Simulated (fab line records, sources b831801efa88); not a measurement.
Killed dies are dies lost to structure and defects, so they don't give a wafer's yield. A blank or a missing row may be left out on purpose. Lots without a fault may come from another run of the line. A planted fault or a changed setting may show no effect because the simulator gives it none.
fab line records | flow sky130 | part 2 of 2: steps 31 to 40 of 40
record lots=5 wafers=15 last_day=49
route steps=708 shown SONOS_ONO@170 GATE_OXIDE@187 POLY_GATE@204 RES_PROTECT@206
lots that met no fault: from a run of the same line without faults
start_h: hours from the record's first day to the start of the lot's first wafer shown | wait_h: hours since the lot's step before | " the same as in the row above | L1.1+2: a row that stands for several wafers | - no value, or no start given | * or withheld: withheld | < > ~ a bound
route shown NAME@n: a module of which the file shows steps, and the number in the route of the first | usual: mean/standard deviation of fault-free wafers | same: alike in all rows | chamber/n: place in a boat | sites: the reading at each site | _std_site: their standard deviation | _edge_site: outer sites' mean less inner sites' | radius_mm: how far each site lies from the wafer's centre | mask NAME#n: copy n | behind: the tool/chamber that last shaped the wafer | hold: why the lot was held/for how many hours/how that ended | device: the transistor (n, p or np) that didn't switch | end of line: the same wafers' tests at the end of the route | a step without rows: its recipe alone | killed: dies lost to structure and defects at the first sort, not the wafer's yield | map: a wafer's dies, x killed, . not, _ none there
set.NAME: the setting as run; set.NAME@STEP: as run at that earlier step | model.NAME: the simulator's own value behind a step, which no gauge read
lots at some steps of the route; a table a step, a row a wafer
services: from which hour (start_h, from the record's first day; less than 0 if before it) a tool's chamber was out of use, for how many hours, and why
## steps
# step SKY_GATE_OXIDE_STRIP_13
# recipe chemistry=O2/N2 power_w=1400 pressure_mtorr=1500 platen_temp_c=withheld o2_flow_sccm=3000 n2_flow_sccm=300 overash_fraction=0.5
# usual drypump_motor_current_A=5.88/0.24 oes_product_au=0.715/0.005 strip_time_to_endpoint_s=14.17/0.036
# columns lot.wafer tool chamber start_h wait_h drypump_motor_current_A oes_product_au rf_hours_counter_h strip_time_to_endpoint_s
L074.2 plasma_asher-04 1 316.64 0.0 5.84 0.714 19 14.17
L074.3 " 1 " " 5.84 0.708 - 14.20
L074.5 " 0 " " 5.71 0.710 - 14.13
L080.1 plasma_asher-03 0 358.54 0.0 5.97 0.721 54 14.19
L080.2 " 1 " " 6.20 0.724 54 14.25
L080.4 " 1 " " 6.21 0.714 - 14.23
L082.1 plasma_asher-04 1 374.46 0.0 5.86 0.720 24 14.20
L082.3 " 0 " " 5.66 0.718 - 14.19
L082.5 " 0 " " 5.69 0.718 - 14.21
L089.1 plasma_asher-03 0 441.31 0.0 5.96 0.715 62 14.21
L089.2 " 1 " " 6.21 0.713 62 14.26
L089.3 " 1 " " 6.21 0.712 - 14.24
L090.1 plasma_asher-04 0 445.93 0.0 5.69 0.716 32 14.14
L090.2 " 1 " " 5.86 0.720 32 14.16
L090.4 " 0 " " 5.69 0.718 - 14.18
# step SKY_GATE_OXIDE_TW_MEAS_14
# usual GATE_OXIDE_TW=224.5/1.4
# columns lot.wafer tool chamber start_h wait_h GATE_OXIDE_TW
L074.2 film_metro-04 - 316.75 0.1 223.9
L074.3 " - " " 222.1
L074.5 " - " " 223.0
L080.1 film_metro-02 - 358.64 0.1 224.2
L080.2 " - " " 224.3
L080.4 " - " " 224.6
L082.1 film_metro-04 - 374.56 0.1 224.9
L082.3 " - " " 224.3
L082.5 " - " " 225.0
L089.1 film_metro-02 - 441.41 0.1 223.9
L089.2 " - " " 222.9
L089.3 " - " " 222.4
L090.1 film_metro-02 - 446.03 0.1 224.1
L090.2 " - " " 223.2
L090.4 " - " " 224.1
# step SKY_GATE_OXIDE_CLEAN_15
# recipe chemistry=SC1/SC2 mix=1:4:20 temp_c=70 time_s=150 dry=n2_spin
# same time_s=150
# columns lot.wafer tool chamber start_h wait_h
L074.2+3+5 wet_bench-03 0 316.80 0.0
L080.1+2+4 wet_bench-03 0 358.70 0.1
L082.1+3+5 wet_bench-02 0 374.62 0.1
L089.1+2+3 wet_bench-02 1 441.47 0.1
L090.1+2+4 wet_bench-04 0 446.09 0.1
# step SKY_GATE_OXIDE_OXIDATION_16
# recipe temp_c=800 ambient=O2 idle_temp_c=700 ramp_up_c_per_min=10 ramp_down_c_per_min=3 stabilise_s=600 purge_s=300 target_thk_a=35.7 ox_time_s=1915
# usual ramp_up_c_per_min=9.9999/0.002 spike_tc_centre_C=801.4/1.1 spike_tc_lower_C=799.1/1.1 tube_center_temp_C_max=802.1/0.31 zone_power_bottom_pct=21.3/0.93 zone_power_top_pct=31.0/0.87
# columns lot.wafer tool chamber start_h wait_h ramp_up_c_per_min spike_tc_centre_C spike_tc_lower_C tube_center_temp_C_max zone_power_bottom_pct zone_power_top_pct
L074.2 furnace-02 0 317.64 0.8 9.9982 799.2 798.7 802.1 20.9 32.0
L074.3 " 0 " " 9.9997 802.6 799.8 801.8 20.1 32.0
L074.5 " 0 " " 9.9988 800.9 799.5 802.1 20.5 31.9
L080.1 furnace-01 0 359.47 0.7 9.9967 802.8 800.3 802.4 22.4 29.5
L080.2 " 0 " " 9.9976 802.4 799.2 802.1 22.2 30.3
L080.4 " 0 " " 10.002 802.8 798.5 802.4 22.5 29.4
L082.1 furnace-01 0 375.13 0.5 10.000 802.6 800.3 802.5 22.4 30.3
L082.3 " 0 " " 9.9997 802.9 797.7 801.6 22.3 29.9
L082.5 " 0 " " 9.9987 801.2 799.4 802.1 22.2 30.5
L089.1 furnace-01 0 444.60 3.1 9.9973 801.1 799.8 801.8 22.5 30.0
L089.2 " 0 " " 10.001 801.6 799.8 801.4 22.5 30.0
L089.3 " 0 " " 9.9984 801.1 798.9 803.0 22.3 30.1
L090.1 furnace-01 0 447.48 1.3 9.9951 801.4 799.9 801.5 22.3 30.4
L090.2 " 0 " " 9.9971 800.8 799.6 801.9 21.9 30.1
L090.4 " 0 " " 9.9974 801.2 797.5 801.8 22.4 30.0
# step SKY_POLY_GATE_CVD_00
# recipe material=poly-Si target_thk_nm=180 temp_c=620 time_s=720 pressure_mtorr=200
# usual spike_tc_centre_C=621.8/1.3 spike_tc_lower_C=619.6/1.5 zone_power_bottom_pct=13.5/0.57 zone_power_top_pct=18.3/1.1
# same time_s=720
# columns lot.wafer tool chamber start_h wait_h spike_tc_centre_C spike_tc_lower_C zone_power_bottom_pct zone_power_top_pct
L074.2 lpcvd-01 0 319.17 0.0 621.1 621.3 13.1 19.4
L074.3 " 0 " " 623.6 620.8 13.1 19.3
L074.5 " 0 " " 622.1 622.3 13.2 19.3
L080.1 lpcvd-01 0 361.00 0.0 620.3 618.6 13.1 19.3
L080.2 " 0 " " 623.7 620.5 13.1 19.5
L080.4 " 0 " " 624.0 620.5 13.0 19.2
L082.1 lpcvd-01 0 376.66 0.0 624.2 620.1 13.1 19.3
L082.3 " 0 " " 621.1 620.4 13.0 19.4
L082.5 " 0 " " 623.1 621.3 13.3 19.0
L089.1 lpcvd-01 1 446.13 0.0 620.9 618.0 14.0 17.5
L089.2 " 1 " " 619.5 618.6 14.1 17.2
L089.3 " 1 " " 620.0 618.6 14.2 17.5
L090.1 lpcvd-01 0 449.01 0.0 623.8 619.5 13.0 19.6
L090.2 " 0 " " 622.7 619.5 13.2 19.5
L090.4 " 0 " " 621.6 622.0 13.1 19.1
# step SKY_POLY_GATE_THK_MEAS_01
# recipe reads=poly-Si_of_POLY_GATE_CVD_00
# usual POLY_GATE_CVD_00_THK=179.8/2.2
# columns lot.wafer tool chamber start_h wait_h POLY_GATE_CVD_00_THK[nm]
L074.2 film_metro-04 - 320.38 0.0 178.7
L074.3 " - " " 179.5
L074.5 " - " " 178.3
L080.1 film_metro-03 - 362.20 0.0 177.6
L080.2 " - " " 177.5
L080.4 " - " " 178.4
L082.1 film_metro-03 - 377.86 0.0 180.1
L082.3 " - " " 180.9
L082.5 " - " " 179.9
L089.1 film_metro-01 - 447.33 0.0 178.8
L089.2 " - " " 180.6
L089.3 " - " " 182.3
L090.1 film_metro-03 - 450.21 0.0 181.2
L090.2 " - " " 181.6
L090.4 " - " " 181.9
# step SKY_RES_PROTECT_DEHYDRATE_00
# recipe temp_c=200 time_s=60
# same time_s=60
# columns lot.wafer tool chamber start_h wait_h
L074.2+3+5 litho_track-03 0 332.85 12.5
L080.1+2+4 litho_track-02 0 375.87 13.7
L082.1+3+5 litho_track-02 0 391.67 13.8
L089.1+2+3 litho_track-03 0 461.92 14.6
L090.1+2+4 litho_track-01 0 464.29 14.1
# step SKY_RES_PROTECT_HMDS_01
# recipe prime_time_s=60 prime_temp_c=120
# columns lot.wafer tool chamber start_h wait_h
L074.2+3+5 litho_track-03 0 333.00 0.1
L080.1+2+4 litho_track-02 0 376.02 0.1
L082.1+3+5 litho_track-02 0 391.82 0.1
L089.1+2+3 litho_track-03 0 462.07 0.1
L090.1+2+4 litho_track-01 0 464.44 0.1
# step SKY_RES_PROTECT_COAT_02
# recipe resist=NOVOLAK spin_rpm=3000 resist_thk_nm=1140
# columns lot.wafer tool chamber start_h wait_h
L074.2+3+5 litho_track-03 0 333.15 0.1
L080.1+2+4 litho_track-02 0 376.17 0.1
L082.1+3+5 litho_track-02 0 391.97 0.1
L089.1+2+3 litho_track-03 0 462.22 0.1
L090.1+2+4 litho_track-01 0 464.59 0.1
# step SKY_RES_PROTECT_SOFTBAKE_03
# recipe temp_c=90 time_s=60 resist=NOVOLAK
# same time_s=60
# columns lot.wafer tool chamber start_h wait_h
L074.2+3+5 litho_track-03 0 333.30 0.1
L080.1+2+4 litho_track-02 0 376.32 0.1
L082.1+3+5 litho_track-02 0 392.12 0.1
L089.1+2+3 litho_track-03 0 462.37 0.1
L090.1+2+4 litho_track-01 0 464.74 0.1
## services
# columns tool chamber start_h hours kind
furnace-01 - 255.09 3.9 pm
plasma_asher-02 - 257.80 2.0 repair
iline_stepper-02 - 257.95 4.4 pm
furnace-01 - 267.37 5.3 pm
wet_bench-02 - 290.95 0.8 repair
furnace-02 - 293.51 1.9 pm
lpcvd-03 - 294.43 1.5 repair
plasma_asher-02 - 295.26 3.8 repair
iline_stepper-01 - 300.47 28.9 pm
furnace-01 - 319.83 2.6 pm
plasma_asher-03 - 321.97 2.1 repair
wet_bench-02 - 360.83 1.9 pm
rie_diel-03 - 361.93 0.1 repair
furnace-02 - 365.02 3.3 pm
rie_diel-03 0 379.67 29.3 repair
plasma_asher-02 - 396.06 4.0 repair
iline_stepper-02 - 397.07 1.7 pm
plasma_asher-03 - 421.41 2.8 pm
furnace-01 - 423.27 3.6 pm
plasma_asher-03 - 427.20 1.9 repair
furnace-01 - 433.51 9.6 repair
lpcvd-01 - 436.25 2.5 repair
rie_diel-03 - 452.94 0.6 repair
lpcvd-03 - 462.33 14.6 pm
